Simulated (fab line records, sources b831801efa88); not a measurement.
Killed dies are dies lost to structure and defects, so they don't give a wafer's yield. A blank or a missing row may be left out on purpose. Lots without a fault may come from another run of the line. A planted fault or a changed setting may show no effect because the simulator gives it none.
Which tool did it? | flow gf180mcu | 14 lots, 42 wafers sampled, at 3 steps of a route of 602

WHAT THE GAUGES READ, wafer by wafer
The record holds no reading of a measuring or inspecting step that can be judged against a usual standard deviation.

WHICH TOOL RAN EACH LOT (tool, then ch and the chambers of the sampled wafers, then the start)
lot  | GF_M4_SPUTTER_02             | GF_M4_SPUTTER_03             | GF_V4_PEB_12
L715 | pvd_sputter-03, day 22 13:11 | pvd_sputter-03, day 22 13:13 | litho_track-01 ch 0, day 24 10:57
L717 | pvd_sputter-02, day 22 23:56 | pvd_sputter-02, day 22 23:58 | litho_track-01 ch 0, day 24 21:36
L720 | pvd_sputter-02, day 24 02:38 | pvd_sputter-02, day 24 02:40 | litho_track-04 ch 0, day 25 21:42
L721 | pvd_sputter-03, day 24 13:48 | pvd_sputter-03, day 24 13:50 | litho_track-03 ch 0, day 26 08:37
L723 | pvd_sputter-03, day 25 13:57 | pvd_sputter-03, day 25 13:59 | litho_track-03 ch 0, day 27 08:38
L724 | pvd_sputter-02, day 25 19:27 | pvd_sputter-02, day 25 19:29 | litho_track-01 ch 0, day 27 13:36
L716 | pvd_sputter-01, day 26 00:50 | pvd_sputter-01, day 26 00:52 | litho_track-03 ch 0, day 27 18:39
L726 | pvd_sputter-02, day 26 16:16 | pvd_sputter-02, day 26 16:17 | litho_track-03 ch 0, day 28 08:54
L730 | pvd_sputter-02, day 28 06:56 | pvd_sputter-02, day 28 06:58 | litho_track-04, day 29 22:12
L733 | pvd_sputter-02, day 28 12:10 | pvd_sputter-02, day 28 12:12 | litho_track-03, day 30 03:42
L735 | pvd_sputter-01, day 29 00:30 | pvd_sputter-01, day 29 00:32 | litho_track-03 ch 0, day 30 14:24
L736 | pvd_sputter-02, day 29 01:47 | pvd_sputter-02, day 29 01:49 | litho_track-01 ch 0, day 30 15:24
L737 | pvd_sputter-03, day 29 12:34 | pvd_sputter-03, day 29 12:35 | litho_track-03 ch 0, day 31 02:02
L738 | pvd_sputter-03, day 29 23:27 | pvd_sputter-03, day 29 23:29 | litho_track-04 ch 0, day 31 12:18
- GF_M4_SPUTTER_02: material AlCu, target thk 450 nm, time 23.9 s.
- GF_M4_SPUTTER_03: material Ti, target thk 10 nm, time 6.7 s.
- GF_V4_PEB_12: peb time 90 s.

WHAT THE TOOLS THEMSELVES READ (means of the sampled wafers that have a number; where no wafer has one, the mark that the record gives instead)
GF_M4_SPUTTER_02. Usual: throttle_valve_pct 30.5 %, standard deviation 0.77.
lot  | tool           | throttle_valve_pct (%) | flag
L715 | pvd_sputter-03 | 30.7                   |
L717 | pvd_sputter-02 | 30.8                   |
L720 | pvd_sputter-02 | 30.5                   |
L721 | pvd_sputter-03 | 31.0                   |
L723 | pvd_sputter-03 | 30.9                   |
L724 | pvd_sputter-02 | 30.7                   |
L716 | pvd_sputter-01 | 31.1                   |
L726 | pvd_sputter-02 | 30.9                   |
L730 | pvd_sputter-02 | 30.6                   |
L733 | pvd_sputter-02 | 30.7                   |
L735 | pvd_sputter-01 | 30.5                   |
L736 | pvd_sputter-02 | 30.7                   |
L737 | pvd_sputter-03 | 31.0                   |
L738 | pvd_sputter-03 | 31.2                   |

GF_M4_SPUTTER_03. Usual: throttle_valve_pct 30.6 %, standard deviation 0.78.
lot  | tool           | throttle_valve_pct (%) | flag
L715 | pvd_sputter-03 | 30.8                   |
L717 | pvd_sputter-02 | 30.8                   |
L720 | pvd_sputter-02 | 30.6                   |
L721 | pvd_sputter-03 | 30.9                   |
L723 | pvd_sputter-03 | 30.8                   |
L724 | pvd_sputter-02 | 30.4                   |
L716 | pvd_sputter-01 | 31.1                   |
L726 | pvd_sputter-02 | 30.8                   |
L730 | pvd_sputter-02 | 30.8                   |
L733 | pvd_sputter-02 | 30.7                   |
L735 | pvd_sputter-01 | 30.6                   |
L736 | pvd_sputter-02 | 30.7                   |
L737 | pvd_sputter-03 | 31.1                   |
L738 | pvd_sputter-03 | 31.0                   |

GF_V4_PEB_12. Usual: chill_plate_temp_C 23.01 C, standard deviation 0.1; exhaust_pa 45.1 Pa, standard deviation 0.82.
lot  | tool           | chill_plate_temp_C (C) | exhaust_pa (Pa) | flag
L715 | litho_track-01 | 22.98                  | 45.6            |
L717 | litho_track-01 | 23.09                  | 45.6            |
L720 | litho_track-04 | 23.13                  | 45.3            |
L721 | litho_track-03 | 23.10                  | 45.4            |
L723 | litho_track-03 | 23.06                  | 44.8            |
L724 | litho_track-01 | 23.03                  | 44.3            |
L716 | litho_track-03 | 22.91                  | 45.5            |
L726 | litho_track-03 | 23.09                  | 45.5            |
L730 | litho_track-04 | -                      | -               | OFF
L733 | litho_track-03 | -                      | -               | OFF
L735 | litho_track-03 | 22.88                  | 44.2            |
L736 | litho_track-01 | 22.98                  | 44.9            |
L737 | litho_track-03 | 23.03                  | 45.4            |
L738 | litho_track-04 | 23.05                  | 44.8            |

THE ANSWER, worked out from the rows above alone
Rule: a lot is off if the mean of its wafers that have a number lies more than 3 standard deviations from the usual mean. A lot without any number at a reading at which 4 lots or more have one is off too. The other lots that the step has rows for count as sound. The gauges are gone through in route order, then the tools' own readings, and for those a lot's mean is taken as printed above. The first step at which some lot is off is used, and at that step the reading that is off furthest; a lot without a number counts as furthest.
Off: L730, L733, at GF_V4_PEB_12 (chill_plate_temp_C). Without a number there: L730, L733.
A tool fits if, at that step or a process step before it, it ran every lot that is off, and no sound lot after the first of them. None of those tried fits.

WHAT THE SIMULATOR HAD PUT IN
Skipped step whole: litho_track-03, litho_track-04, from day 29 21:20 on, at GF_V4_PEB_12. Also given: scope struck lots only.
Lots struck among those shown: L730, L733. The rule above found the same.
